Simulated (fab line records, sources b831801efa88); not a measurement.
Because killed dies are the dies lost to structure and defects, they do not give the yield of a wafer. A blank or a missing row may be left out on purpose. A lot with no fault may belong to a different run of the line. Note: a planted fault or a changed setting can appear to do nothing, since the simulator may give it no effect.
2 desks looking at one fault    flow gf180mcu    each desk holds nothing but its own numbers, with what lay behind them at the end

THE TOOL OWNER'S DESK: implanter-04
For each lot that ran on this tool, the mean over its sampled wafers that have a number, from the tool's own readings at GF_MVSD_IMPLANT_08. Marked OUT: a lot whose mean sits more than 4 standard deviations from the usual mean, which makes it out of limits; the brackets give that distance.
Columns: A = beam_on_s at GF_MVSD_IMPLANT_08, usual 10.02 s; B = end_station_pressure_torr at GF_MVSD_IMPLANT_08, usual 5.1e-06 Torr; C = faraday_current_uA at GF_MVSD_IMPLANT_08, usual 90.0
lot   first seen here  A                B                          C
L879  day 5 02:20      9.86             5.2e-06                    91.5
L880  day 5 10:58      9.91             5.0e-06                    91.3
L883  day 6 03:08      12.06 (+11) OUT  9.4e-05 (+99 or more) OUT  75.2 (-8.7) OUT
L885  day 6 13:35      12.00 (+10) OUT  9.4e-05 (+99 or more) OUT  75.7 (-8.4) OUT
L886  day 6 20:14      12.41 (+13) OUT  9.6e-05 (+99 or more) OUT  73.1 (-9.9) OUT
This desk's verdict: out of limits on L883, L885, L886, starting with L883 at day 6 03:08 (beam_on_s at GF_MVSD_IMPLANT_08). L879, L880 stayed within limits.

THE METROLOGY DESK
What the gauges read for every lot (on any tool): the sampled wafers with a number, averaged. Marked OUT: a lot whose mean sits more than 4 standard deviations from the usual mean, which makes it out of limits; the brackets give that distance.
Columns: A = DNWELL_TW at GF_DNWELL_TW_MEAS_09, usual 1346; B = MVSD_TW at GF_MVSD_TW_MEAS_11, usual 1578; C = VT_IMPLANT_TW at GF_VT_IMPLANT_TW_MEAS_10, usual 561; D = MVSD_RS at GF_VT_IMPLANT_RS_MEAS_46, usual 456.7 ohm/sq
lot   first seen here  A     B                C    D
L879  day 3 10:07      1335  1600             562  457.5
L880  day 3 18:02      1352  1574             559  457.2
L883  day 4 08:59      1350  1657 (+6.6) OUT  563  417.4 (-36) OUT
L885  day 4 17:50      1344  1666 (+7.4) OUT  562  415.6 (-37) OUT
L886  day 5 00:58      1350  1659 (+6.8) OUT  559  415.9 (-37) OUT
L888  day 5 10:31      1351  1571             569  456.5
L891  day 6 01:36      1351  1568             560  457.7
L892  day 6 09:44      1335  1577             560  457.1
L895  day 6 22:35      1354  1595             559  456.9
L896  day 7 05:26      1342  1568             558  457.2
L897  day 7 10:43      1353  1605             560  455.6
L899  day 8 01:25      1343  1578             560  456.9
This desk's finding: out of limits on L883, L885, L886; first on L883, day 6 03:31 (MVSD_TW at GF_MVSD_TW_MEAS_11). L879, L880, L888, L891, L892, L895, L896, L897, L899 stayed within limits.

PUT TOGETHER
An alarm could have come from the tool owner's desk at day 6 03:08, on L883, L885, L886.
The metrology desk could have raised an alarm at day 6 03:31, on L883, L885, L886.
On implanter-04, each named lot ran GF_MVSD_IMPLANT_08.

WHAT THE SIMULATOR HAD PUT IN
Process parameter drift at GF_MVSD_IMPLANT_08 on implanter-04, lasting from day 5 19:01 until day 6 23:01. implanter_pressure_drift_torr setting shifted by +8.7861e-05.
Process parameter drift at GF_MVSD_IMPLANT_08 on implanter-04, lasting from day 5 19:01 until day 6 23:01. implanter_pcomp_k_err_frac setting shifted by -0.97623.
Struck lots among those shown: L883, L885, L886.
Hours from the fault's start to each desk's first reading out of limits: the tool owner's desk, 8; the metrology desk, 9.
